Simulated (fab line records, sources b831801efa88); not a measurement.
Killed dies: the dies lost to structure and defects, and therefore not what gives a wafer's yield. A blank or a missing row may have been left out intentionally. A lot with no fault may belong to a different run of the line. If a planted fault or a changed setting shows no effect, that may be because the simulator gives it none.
fab line records	flow sky130
record lots=24	wafers=72	last_day=50
route steps=708 shown RES_XHIGH@341 METAL3@534 VIA3@589 METAL4@599
lots that met no fault: taken from a fault-free run of the same line
start_h: the number of hours between the record's first day and the start of the first shown wafer of the lot	wait_h: hours since the lot's step before	" unchanged from the row above	L1.1+2: a row that stands for several wafers	- either no value or no given start	* or withheld: withheld	< > ~ a bound
route shown NAME@n: NAME is a module with steps in the file, n the number in the route of the first one	usual: the fault-free wafers' mean and standard deviation	same: alike in all rows	chamber/n: place in a boat	sites: the reading at each site	_std_site: the values' standard deviation	_edge_site: inner sites' mean taken away from outer sites' mean	radius_mm: for every site, how far away it sits from the centre of the wafer	mask NAME#n: copy n	behind: the last tool/chamber to shape the wafer	hold: why the lot was held/for how many hours/how that ended	device: the n, p or np transistor that did not switch	end of line: tests of these same wafers at the route's end	where a step has no rows: the recipe by itself	killed: at the first sort, the dies lost to defects and structure; wafer yield is something else	map: a wafer's dies, x killed, . not, _ none there
set.NAME: the setting the step ran with; set.NAME@STEP: the setting that earlier step ran with	model.NAME: the simulator's own value behind a step, which no gauge read
steps of the route over a sample of lots; a table a step, a row a wafer
services: from which hour (start_h, from the record's first day; less than 0 if before it) a tool's chamber was out of use, for how many hours, and why
## steps
# step SKY_RES_XHIGH_TW_MEAS_09
# usual RES_XHIGH_TW=1629/8.3
lot.wafer	tool	chamber	start_h	wait_h	RES_XHIGH_TW
L074.2	film_metro-02	-	598.09	0.1	1629
L074.4	"	-	"	"	1626
L074.6	"	-	"	"	1625
L075.2	film_metro-02	-	611.85	0.1	1637
L075.3	"	-	"	"	1630
L075.6	"	-	"	"	1627
L076.3	film_metro-03	-	616.85	0.1	1623
L076.4	"	-	"	"	1622
L076.5	"	-	"	"	1629
L077.1	film_metro-03	-	635.88	0.1	1629
L077.3	"	-	"	"	1619
L077.4	"	-	"	"	1614
L078.1	film_metro-01	-	644.69	0.1	1637
L078.2	"	-	"	"	1634
L078.6	"	-	"	"	1648
L079.2	film_metro-01	-	646.20	0.1	1643
L079.4	"	-	"	"	1645
L079.5	"	-	"	"	1637
L080.1	film_metro-03	-	654.78	0.1	1628
L080.3	"	-	"	"	1625
L080.6	"	-	"	"	1617
L081.3	film_metro-01	-	670.95	0.1	1641
L081.4	"	-	"	"	1634
L081.5	"	-	"	"	1633
L082.1	film_metro-02	-	679.38	0.1	1637
L082.4	"	-	"	"	1625
L082.6	"	-	"	"	1635
L083.2	film_metro-01	-	685.00	0.1	1629
L083.3	"	-	"	"	1626
L083.4	"	-	"	"	1641
L084.4	film_metro-02	-	691.66	0.1	1627
L084.5	"	-	"	"	1637
L084.6	"	-	"	"	1618
L085.1	film_metro-02	-	702.73	0.1	1627
L085.2	"	-	"	"	1629
L085.4	"	-	"	"	1629
L086.1	film_metro-03	-	706.58	0.1	1614
L086.2	"	-	"	"	1617
L086.3	"	-	"	"	1623
L087.1	film_metro-01	-	732.84	0.1	1641
L087.3	"	-	"	"	1632
L087.5	"	-	"	"	1627
L089.2	film_metro-01	-	761.85	0.1	1633
L089.5	"	-	"	"	1630
L089.6	"	-	"	"	1630
L088.3	film_metro-03	-	763.25	0.1	1626
L088.4	"	-	"	"	1628
L088.6	"	-	"	"	1620
L090.1	film_metro-02	-	775.28	0.1	1615
L090.2	"	-	"	"	1623
L090.3	"	-	"	"	1622
L091.1	film_metro-02	-	777.69	0.1	1624
L091.5	"	-	"	"	1626
L091.6	"	-	"	"	1621
L092.2	film_metro-02	-	785.34	0.1	1613
L092.3	"	-	"	"	1615
L092.4	"	-	"	"	1608
L093.1	film_metro-02	-	789.64	0.1	1617
L093.5	"	-	"	"	1614
L093.6	"	-	"	"	1614
L095.1	film_metro-01	-	804.63	0.1	1638
L095.3	"	-	"	"	1638
L095.4	"	-	"	"	1636
L094.1	film_metro-01	-	810.24	0.1	1631
L094.2	"	-	"	"	1639
L094.3	"	-	"	"	1637
L097.1	film_metro-01	-	812.58	0.1	1626
L097.3	"	-	"	"	1640
L097.6	"	-	"	"	1642
L096.3	film_metro-01	-	816.67	0.1	1632
L096.4	"	-	"	"	1617
L096.5	"	-	"	"	1619
# step SKY_METAL3_SPUTTER_02
# recipe material=AlCu	target_thk_nm=735	power_w=10600	time_s=39.1	chamber_pressure_pa=0.4
# usual throttle_valve_pct=30.0/1.2
lot.wafer	tool	chamber	start_h	wait_h	throttle_valve_pct
L074.2	pvd_sputter-04	-	829.71	0.0	30.0
L074.4	"	-	"	"	29.3
L074.6	"	-	"	"	29.5
L075.2	pvd_sputter-01	-	842.55	0.0	28.2
L075.3	"	-	"	"	30.4
L075.6	"	-	"	"	29.9
L076.3	pvd_sputter-02	-	848.31	0.0	31.0
L076.4	"	-	"	"	28.1
L076.5	"	-	"	"	30.9
L077.1	pvd_sputter-04	-	865.26	0.0	29.5
L077.3	"	-	"	"	30.3
L077.4	"	-	"	"	29.3
L078.1	pvd_sputter-01	-	872.73	0.0	30.5
L078.2	"	-	"	"	27.9
L078.6	"	-	"	"	29.9
L079.2	pvd_sputter-02	-	874.81	0.0	31.6
L079.4	"	-	"	"	30.9
L079.5	"	-	"	"	27.9
L080.1	pvd_sputter-04	-	882.76	0.0	30.1
L080.3	"	-	"	"	29.4
L080.6	"	-	"	"	29.5
L081.3	pvd_sputter-04	-	895.61	0.0	29.4
L081.4	"	-	"	"	29.3
L081.5	"	-	"	"	29.5
L082.1	pvd_sputter-02	-	905.33	0.0	29.3
L082.4	"	-	"	"	31.1
L082.6	"	-	"	"	27.9
L083.2	pvd_sputter-02	-	910.21	0.0	31.0
L083.3	"	-	"	"	27.7
L083.4	"	-	"	"	29.2
L084.4	pvd_sputter-04	-	915.54	0.0	31.7
L084.5	"	-	"	"	31.8
L084.6	"	-	"	"	29.4
L085.1	pvd_sputter-01	-	926.67	0.0	30.2
L085.2	"	-	"	"	31.3
L085.4	"	-	"	"	28.1
L086.1	pvd_sputter-04	-	930.41	0.0	29.1
L086.2	"	-	"	"	31.9
L086.3	"	-	"	"	29.4
L087.1	pvd_sputter-01	-	954.32	0.0	28.1
L087.3	"	-	"	"	31.6
L087.5	"	-	"	"	29.8
L089.2	pvd_sputter-01	-	981.72	0.0	28.1
L089.5	"	-	"	"	27.8
L089.6	"	-	"	"	29.8
L088.3	pvd_sputter-04	-	984.76	0.0	31.7
L088.4	"	-	"	"	30.6
L088.6	"	-	"	"	29.1
L090.1	pvd_sputter-01	-	991.61	0.0	31.6
L090.2	"	-	"	"	28.3
L090.3	"	-	"	"	30.5
L091.1	pvd_sputter-04	-	993.02	0.0	29.5
L091.5	"	-	"	"	30.2
L091.6	"	-	"	"	31.7
L092.2	pvd_sputter-01	-	1002.12	0.0	30.1
L092.3	"	-	"	"	30.3
L092.4	"	-	"	"	31.3
L093.1	pvd_sputter-04	-	1004.25	0.0	29.2
L093.5	"	-	"	"	32.1
L093.6	"	-	"	"	29.4
L095.1	pvd_sputter-04	-	1014.76	0.0	31.7
L095.3	"	-	"	"	29.3
L095.4	"	-	"	"	30.3
L094.1	pvd_sputter-04	-	1020.06	0.0	30.3
L094.2	"	-	"	"	29.5
L094.3	"	-	"	"	29.5
L097.1	pvd_sputter-01	-	1022.52	0.0	29.8
L097.3	"	-	"	"	31.5
L097.6	"	-	"	"	31.3
L096.3	pvd_sputter-01	-	1028.46	0.0	28.1
L096.4	"	-	"	"	30.5
L096.5	"	-	"	"	30.0
# step SKY_METAL3_SPUTTER_03
# recipe material=Ti	target_thk_nm=5	power_w=3000	time_s=3.3	chamber_pressure_pa=0.4
# usual throttle_valve_pct=30.0/1.1
lot.wafer	tool	chamber	start_h	wait_h	throttle_valve_pct
L074.2	pvd_sputter-04	-	829.75	0.0	30.3
L074.4	"	-	"	"	29.5
L074.6	"	-	"	"	29.2
L075.2	pvd_sputter-01	-	842.59	0.0	28.4
L075.3	"	-	"	"	30.3
L075.6	"	-	"	"	29.9
L076.3	pvd_sputter-02	-	848.34	0.0	30.7
L076.4	"	-	"	"	28.3
L076.5	"	-	"	"	31.0
L077.1	pvd_sputter-04	-	865.29	0.0	29.6
L077.3	"	-	"	"	30.2
L077.4	"	-	"	"	29.2
L078.1	pvd_sputter-01	-	872.77	0.0	30.2
L078.2	"	-	"	"	28.2
L078.6	"	-	"	"	30.0
L079.2	pvd_sputter-02	-	874.84	0.0	30.8
L079.4	"	-	"	"	30.9
L079.5	"	-	"	"	28.0
L080.1	pvd_sputter-04	-	882.80	0.0	30.5
L080.3	"	-	"	"	29.2
L080.6	"	-	"	"	29.2
L081.3	pvd_sputter-04	-	895.64	0.0	29.4
L081.4	"	-	"	"	29.5
L081.5	"	-	"	"	29.4
L082.1	pvd_sputter-02	-	905.36	0.0	29.2
L082.4	"	-	"	"	30.9
L082.6	"	-	"	"	28.0
L083.2	pvd_sputter-02	-	910.24	0.0	30.9
L083.3	"	-	"	"	28.0
L083.4	"	-	"	"	29.2
L084.4	pvd_sputter-04	-	915.58	0.0	31.7
L084.5	"	-	"	"	31.6
L084.6	"	-	"	"	29.3
L085.1	pvd_sputter-01	-	926.70	0.0	30.5
L085.2	"	-	"	"	31.6
L085.4	"	-	"	"	28.3
L086.1	pvd_sputter-04	-	930.45	0.0	29.2
L086.2	"	-	"	"	31.7
L086.3	"	-	"	"	29.2
L087.1	pvd_sputter-01	-	954.36	0.0	28.1
L087.3	"	-	"	"	31.4
L087.5	"	-	"	"	30.0
L089.2	pvd_sputter-01	-	981.75	0.0	28.1
L089.5	"	-	"	"	28.3
L089.6	"	-	"	"	29.9
L088.3	pvd_sputter-04	-	984.80	0.0	31.8
L088.4	"	-	"	"	30.4
L088.6	"	-	"	"	29.3
L090.1	pvd_sputter-01	-	991.65	0.0	31.4
L090.2	"	-	"	"	28.1
L090.3	"	-	"	"	30.2
L091.1	pvd_sputter-04	-	993.06	0.0	29.2
L091.5	"	-	"	"	30.3
L091.6	"	-	"	"	32.0
L092.2	pvd_sputter-01	-	1002.15	0.0	30.1
L092.3	"	-	"	"	30.2
L092.4	"	-	"	"	31.0
L093.1	pvd_sputter-04	-	1004.29	0.0	29.5
L093.5	"	-	"	"	31.8
L093.6	"	-	"	"	29.5
L095.1	pvd_sputter-04	-	1014.80	0.0	32.2
L095.3	"	-	"	"	29.3
L095.4	"	-	"	"	30.2
L094.1	pvd_sputter-04	-	1020.10	0.0	30.5
L094.2	"	-	"	"	29.5
L094.3	"	-	"	"	29.4
L097.1	pvd_sputter-01	-	1022.55	0.0	30.1
L097.3	"	-	"	"	31.5
L097.6	"	-	"	"	31.5
L096.3	pvd_sputter-01	-	1028.50	0.0	28.3
L096.4	"	-	"	"	30.4
L096.5	"	-	"	"	29.9
# step SKY_METAL3_ETCH_17
# recipe target=SiO2	stop_on=TiN	chemistry=C4F8/O2/Ar	source_w=1500	bias_w=1200	pressure_mtorr=40	c4f8_flow_sccm=withheld	O2_flow_sccm=6	Ar_flow_sccm=300	time_s=3.9	target_depth_a=150
# usual chamber_pressure_mTorr=40.00/0.033	oes_product_au=0.756/0.0068
lot.wafer	tool	chamber	start_h	wait_h	chamber_pressure_mTorr	oes_product_au	rf_hours_counter_h
L074.2	rie_diel-04	1	882.72	0.1	39.95	0.745	3
L074.4	"	2	"	"	39.97	0.757	12
L074.6	"	0	"	"	40.02	0.751	-
L075.2	rie_diel-02	0	895.21	0.1	39.97	0.755	4
L075.3	"	1	"	"	40.05	0.757	11
L075.6	"	0	"	"	39.96	0.759	-
L076.3	rie_diel-04	0	902.50	0.0	40.03	0.752	25
L076.4	"	3	"	"	40.01	0.752	1
L076.5	"	1	"	"	39.99	0.758	-
L077.1	rie_diel-02	1	917.34	0.2	40.03	0.746	12
L077.3	"	0	"	"	39.99	0.749	5
L077.4	"	1	"	"	39.99	0.761	-
L078.1	rie_diel-02	0	924.91	0.1	39.98	0.757	5
L078.2	"	2	"	"	40.00	0.748	14
L078.6	"	0	"	"	39.99	0.759	-
L079.2	rie_diel-04	2	926.58	0.1	40.06	0.751	13
L079.4	"	1	"	"	39.94	0.761	5
L079.5	"	3	"	"	39.98	0.759	-
L080.1	rie_diel-02	0	934.86	0.1	40.01	0.755	6
L080.3	"	1	"	"	40.03	0.758	13
L080.6	"	0	"	"	40.01	0.772	-
L081.3	rie_diel-03	1	946.91	0.0	39.92	0.759	14
L081.4	"	3	"	"	39.99	0.747	5
L081.5	"	3	"	"	39.91	0.759	-
L082.1	rie_diel-03	3	955.28	0.1	40.03	0.756	5
L082.4	"	1	"	"	39.97	0.771	14
L082.6	"	1	"	"	40.02	0.763	-
L083.2	rie_diel-04	0	961.61	0.1	39.96	0.739	26
L083.3	"	2	"	"	39.93	0.751	14
L083.4	"	3	"	"	40.01	0.758	3
L084.4	rie_diel-04	2	965.22	0.0	39.99	0.766	15
L084.5	"	2	"	"	39.98	0.760	-
L084.6	"	3	"	"	40.01	0.758	-
L085.1	rie_diel-03	0	976.61	0.1	39.96	0.752	10
L085.2	"	2	"	"	39.97	0.743	16
L085.4	"	1	"	"	40.04	0.764	15
L086.1	rie_diel-03	1	981.27	0.1	40.03	0.752	15
L086.2	"	0	"	"	40.03	0.751	10
L086.3	"	3	"	"	40.04	0.747	6
L087.1	rie_diel-02	2	1003.46	0.1	40.06	0.758	16
L087.3	"	3	"	"	40.00	0.752	20
L087.5	"	1	"	"	39.97	0.772	-
L089.2	rie_diel-03	3	1028.51	0.1	40.01	0.754	8
L089.5	"	2	"	"	39.97	0.760	-
L089.6	"	1	"	"	40.00	0.759	-
L088.3	rie_diel-02	1	1031.56	0.0	40.07	0.758	16
L088.4	"	3	"	"	39.97	0.761	21
L088.6	"	0	"	"	40.02	0.751	-
L090.1	rie_diel-03	1	1036.93	0.1	39.95	0.756	17
L090.2	"	3	"	"	40.02	0.759	8
L090.3	"	2	"	"	39.99	0.742	18
L091.1	rie_diel-03	1	1038.98	0.1	40.01	0.752	17
L091.5	"	3	"	"	40.05	0.757	-
L091.6	"	2	"	"	40.03	0.761	-
L092.2	rie_diel-04	3	1047.43	0.1	39.97	0.754	7
L092.3	"	2	"	"	40.01	0.739	18
L092.4	"	1	"	"	40.02	0.757	9
L093.1	rie_diel-02	0	1049.07	0.1	39.94	0.745	9
L093.5	"	3	"	"	40.04	0.755	-
L093.6	"	0	"	"	40.01	0.758	-
L095.1	rie_diel-02	2	1059.17	0.1	40.00	0.753	18
L095.3	"	3	"	"	40.00	0.766	21
L095.4	"	1	"	"	39.92	0.766	17
L094.1	rie_diel-03	2	1065.37	0.1	39.97	0.766	19
L094.2	"	1	"	"	39.97	0.757	18
L094.3	"	3	"	"	40.02	0.756	9
L097.1	rie_diel-04	1	1065.86	0.1	40.00	0.750	10
L097.3	"	3	"	"	39.98	0.745	8
L097.6	"	1	"	"	40.01	0.754	-
L096.3	rie_diel-03	1	1071.88	0.0	40.05	0.751	18
L096.4	"	2	"	"	39.99	0.758	19
L096.5	"	2	"	"	40.00	0.752	-
# step SKY_VIA3_STRIP_16
# recipe chemistry=O2/N2	power_w=1400	pressure_mtorr=1500	platen_temp_c=withheld	o2_flow_sccm=3000	n2_flow_sccm=300	overash_fraction=0.5
# usual chamber_pressure_mTorr=1499.8/1.4	drypump_motor_current_A=6.0/0.37	o2_flow_sccm=2999/9.5	oes_product_au=0.403/0.0045	strip_time_to_endpoint_s=4.138/0.024
lot.wafer	tool	chamber	start_h	wait_h	chamber_pressure_mTorr	drypump_motor_current_A	o2_flow_sccm	oes_product_au	rf_hours_counter_h	strip_time_to_endpoint_s
L074.2	plasma_asher-01	0	910.34	0.0	1500.0	5.6	2995	0.405	17	4.132
L074.4	"	1	"	"	1497.0	6.6	2989	0.399	-	4.115
L074.6	"	0	"	"	1501.5	5.6	2979	0.405	-	4.134
L075.2	plasma_asher-02	0	921.88	0.0	1497.8	5.9	2999	0.406	109	4.124
L075.3	"	1	"	"	1496.8	6.1	2999	0.399	-	4.118
L075.6	"	0	"	"	1500.2	5.9	3014	0.403	-	4.141
L076.3	plasma_asher-02	0	929.33	0.1	1500.4	5.9	2991	0.403	-	4.182
L076.4	"	1	"	"	1499.0	6.1	3012	0.403	-	4.184
L076.5	"	1	"	"	1501.6	6.1	3015	0.402	-	4.173
L077.1	plasma_asher-02	1	942.90	0.0	1498.7	6.1	2984	0.406	111	4.143
L077.3	"	1	"	"	1501.2	6.1	2981	0.400	-	4.180
L077.4	"	0	"	"	1501.8	6.0	2983	0.403	-	4.135
L078.1	plasma_asher-04	1	951.79	0.0	1501.1	5.7	2990	0.403	52	4.135
L078.2	"	0	"	"	1500.9	5.8	3000	0.408	52	4.146
L078.6	"	1	"	"	1499.8	5.7	2997	0.398	-	4.085
L079.2	plasma_asher-04	1	953.75	0.0	1501.0	5.7	2995	0.405	52	4.166
L079.4	"	1	"	"	1498.1	5.7	2975	0.405	-	4.144
L079.5	"	1	"	"	1499.9	5.7	3001	0.403	-	4.167
L080.1	plasma_asher-01	1	961.93	0.0	1497.9	6.6	2994	0.406	22	4.111
L080.3	"	0	"	"	1499.0	5.6	3005	0.395	-	4.153
L080.6	"	0	"	"	1499.0	5.6	3004	0.398	-	4.143
L081.3	plasma_asher-01	1	973.97	0.1	1501.2	6.6	3004	0.401	-	4.116
L081.4	"	0	"	"	1498.8	5.6	3009	0.397	-	4.108
L081.5	"	1	"	"	1501.7	6.6	3011	0.398	-	4.132
L082.1	plasma_asher-04	0	982.20	0.0	1500.5	5.8	2994	0.397	55	4.139
L082.4	"	1	"	"	1501.8	5.7	3003	0.405	-	4.147
L082.6	"	1	"	"	1498.0	5.7	2999	0.403	-	4.142
L083.2	plasma_asher-01	0	987.24	0.0	1499.8	5.5	3008	0.405	25	4.100
L083.3	"	1	"	"	1500.3	6.6	3004	0.390	-	4.116
L083.4	"	0	"	"	1499.9	5.6	2992	0.406	-	4.111
L084.4	plasma_asher-01	1	990.73	0.1	1502.7	6.6	3002	0.401	-	4.143
L084.5	"	0	"	"	1498.1	5.6	2999	0.399	-	4.148
L084.6	"	1	"	"	1499.8	6.7	2994	0.402	-	4.155
L085.1	plasma_asher-01	1	1002.30	0.0	1501.7	6.6	3001	0.400	26	4.160
L085.2	"	0	"	"	1499.9	5.6	3011	0.406	26	4.129
L085.4	"	0	"	"	1499.8	5.6	3004	0.405	-	4.115
L086.1	plasma_asher-04	0	1005.50	0.0	1499.6	5.8	3002	0.406	58	4.139
L086.2	"	1	"	"	1501.2	5.7	2970	0.403	58	4.171
L086.3	"	1	"	"	1499.7	5.7	3000	0.407	-	4.130
L087.1	plasma_asher-01	0	1027.60	0.0	1500.3	5.6	3006	0.405	28	4.102
L087.3	"	1	"	"	1503.3	6.6	2996	0.403	-	4.117
L087.5	"	1	"	"	1499.5	6.6	3005	0.393	-	4.112
L089.2	plasma_asher-02	1	1052.14	0.0	1498.6	6.1	3009	0.399	120	4.117
L089.5	"	1	"	"	1497.4	6.1	3013	0.400	-	4.162
L089.6	"	0	"	"	1500.7	5.9	3009	0.399	-	4.156
L088.3	plasma_asher-04	0	1055.09	0.1	1498.1	5.8	3006	0.390	-	4.168
L088.4	"	1	"	"	1501.5	5.7	3007	0.403	-	4.175
L088.6	"	1	"	"	1502.1	5.7	2999	0.405	-	4.169
L090.1	plasma_asher-04	0	1060.33	0.0	1494.3	5.8	3004	0.401	64	4.104
L090.2	"	1	"	"	1499.7	5.7	3014	0.394	64	4.049
L090.3	"	1	"	"	1501.9	5.7	3009	0.405	-	4.145
L091.1	plasma_asher-01	0	1062.19	0.0	1497.4	5.6	2994	0.401	33	4.093
L091.5	"	0	"	"	1500.5	5.6	3001	0.400	-	4.156
L091.6	"	1	"	"	1498.4	6.6	3001	0.401	-	4.129
L092.2	plasma_asher-01	1	1070.63	0.0	1499.4	6.6	3007	0.402	33	4.115
L092.3	"	1	"	"	1499.3	6.6	3014	0.395	-	4.160
L092.4	"	0	"	"	1500.5	5.6	3001	0.404	-	4.158
L093.1	plasma_asher-04	1	1072.20	0.0	1499.6	5.7	2989	0.406	64	4.131
L093.5	"	0	"	"	1499.6	5.8	3000	0.405	-	4.180
L093.6	"	1	"	"	1498.7	5.7	2997	0.402	-	4.154
L095.1	plasma_asher-02	1	1081.54	0.0	1500.1	6.1	2994	0.402	2	4.115
L095.3	"	0	"	"	1499.1	6.0	2990	0.400	-	4.159
L095.4	"	1	"	"	1499.3	6.1	3001	0.405	-	4.143
L094.1	plasma_asher-02	1	1087.63	0.0	1503.0	6.1	2999	0.404	2	4.136
L094.2	"	0	"	"	1500.9	6.0	3004	0.402	2	4.155
L094.3	"	0	"	"	1499.0	5.9	3024	0.409	-	4.167
L097.1	plasma_asher-01	0	1088.19	0.0	1500.0	5.5	3007	0.407	35	4.153
L097.3	"	1	"	"	1498.8	6.6	2995	0.397	-	4.110
L097.6	"	0	"	"	1498.7	5.5	3002	0.405	-	4.131
L096.3	plasma_asher-04	1	1093.69	0.1	1500.0	5.7	2994	0.395	-	4.111
L096.4	"	0	"	"	1499.7	5.8	3007	0.402	-	4.099
L096.5	"	1	"	"	1500.6	5.7	3010	0.412	-	4.143
# step SKY_METAL4_SPUTTER_01
# recipe material=TiN	target_thk_nm=20	power_w=6500	time_s=16.7	chamber_pressure_pa=0.4
# usual throttle_valve_pct=30.2/1.2
lot.wafer	tool	chamber	start_h	wait_h	throttle_valve_pct
L074.2	pvd_sputter-03	-	911.62	0.0	32.2
L074.4	"	-	"	"	30.5
L074.6	"	-	"	"	30.5
L075.2	pvd_sputter-01	-	923.16	0.0	31.5
L075.3	"	-	"	"	29.8
L075.6	"	-	"	"	31.5
L076.3	pvd_sputter-03	-	930.57	0.0	30.7
L076.4	"	-	"	"	29.0
L076.5	"	-	"	"	29.1
L077.1	pvd_sputter-03	-	944.21	0.0	30.5
L077.3	"	-	"	"	29.3
L077.4	"	-	"	"	30.9
L078.1	pvd_sputter-01	-	953.12	0.0	30.5
L078.2	"	-	"	"	30.1
L078.6	"	-	"	"	30.4
L079.2	pvd_sputter-01	-	955.04	0.0	29.9
L079.4	"	-	"	"	31.5
L079.5	"	-	"	"	30.4
L080.1	pvd_sputter-01	-	963.21	0.0	29.9
L080.3	"	-	"	"	31.5
L080.6	"	-	"	"	28.1
L081.3	pvd_sputter-01	-	975.22	0.0	27.9
L081.4	"	-	"	"	31.4
L081.5	"	-	"	"	27.9
L082.1	pvd_sputter-03	-	983.48	0.0	29.1
L082.4	"	-	"	"	30.8
L082.6	"	-	"	"	30.5
L083.2	pvd_sputter-03	-	988.52	0.0	32.4
L083.3	"	-	"	"	30.4
L083.4	"	-	"	"	30.6
L084.4	pvd_sputter-04	-	991.99	0.0	29.3
L084.5	"	-	"	"	31.8
L084.6	"	-	"	"	30.5
L085.1	pvd_sputter-01	-	1003.59	0.0	29.9
L085.2	"	-	"	"	28.0
L085.4	"	-	"	"	31.1
L086.1	pvd_sputter-01	-	1006.78	0.0	28.2
L086.2	"	-	"	"	31.4
L086.3	"	-	"	"	29.9
L087.1	pvd_sputter-01	-	1028.88	0.0	29.7
L087.3	"	-	"	"	31.2
L087.5	"	-	"	"	27.9
L089.2	pvd_sputter-03	-	1053.57	0.0	30.5
L089.5	"	-	"	"	30.6
L089.6	"	-	"	"	29.1
L088.3	pvd_sputter-04	-	1056.33	0.0	29.2
L088.4	"	-	"	"	30.2
L088.6	"	-	"	"	29.3
L090.1	pvd_sputter-04	-	1061.74	0.0	31.9
L090.2	"	-	"	"	30.3
L090.3	"	-	"	"	29.4
L091.1	pvd_sputter-01	-	1063.52	0.0	30.0
L091.5	"	-	"	"	31.5
L091.6	"	-	"	"	30.0
L092.2	pvd_sputter-04	-	1071.92	0.0	29.4
L092.3	"	-	"	"	30.4
L092.4	"	-	"	"	31.8
L093.1	pvd_sputter-03	-	1073.48	0.0	30.4
L093.5	"	-	"	"	32.4
L093.6	"	-	"	"	30.5
L095.1	pvd_sputter-03	-	1082.83	0.0	30.8
L095.3	"	-	"	"	32.3
L095.4	"	-	"	"	30.5
L094.1	pvd_sputter-01	-	1088.94	0.0	30.0
L094.2	"	-	"	"	31.6
L094.3	"	-	"	"	30.2
L097.1	pvd_sputter-01	-	1089.50	0.0	31.6
L097.3	"	-	"	"	28.2
L097.6	"	-	"	"	28.1
L096.3	pvd_sputter-04	-	1094.94	0.0	29.6
L096.4	"	-	"	"	29.3
L096.5	"	-	"	"	29.3
## services
tool	chamber	start_h	hours	kind
rie_diel-02	1	826.66	7.3	repair
pvd_sputter-03	-	852.90	2.4	repair
pvd_sputter-03	-	859.39	0.8	repair
rie_diel-02	3	891.13	41.1	repair
pvd_sputter-02	-	898.14	1.7	repair
rie_diel-03	0	900.14	3.5	repair
pvd_sputter-04	-	913.26	2.2	repair
rie_diel-04	2	918.76	6.1	repair
rie_diel-03	1	930.45	2.5	repair
pvd_sputter-01	-	939.47	6.4	repair
plasma_asher-04	-	947.46	2.5	repair
pvd_sputter-02	-	972.84	3.3	repair
pvd_sputter-04	-	993.61	7.5	repair
rie_diel-02	2	1006.47	5.0	repair
pvd_sputter-02	-	1008.24	1.0	repair
plasma_asher-01	-	1018.72	1.3	repair
pvd_sputter-02	-	1019.02	8.0	repair
plasma_asher-04	-	1020.83	0.8	repair
rie_diel-04	1	1037.54	5.9	repair
rie_diel-02	1	1039.14	9.0	repair
rie_diel-02	1	1065.98	9.5	repair
rie_diel-02	3	1082.83	8.9	repair
rie_diel-02	1	1083.22	3.3	repair
pvd_sputter-01	-	1090.19	5.0	repair
## key
fault none
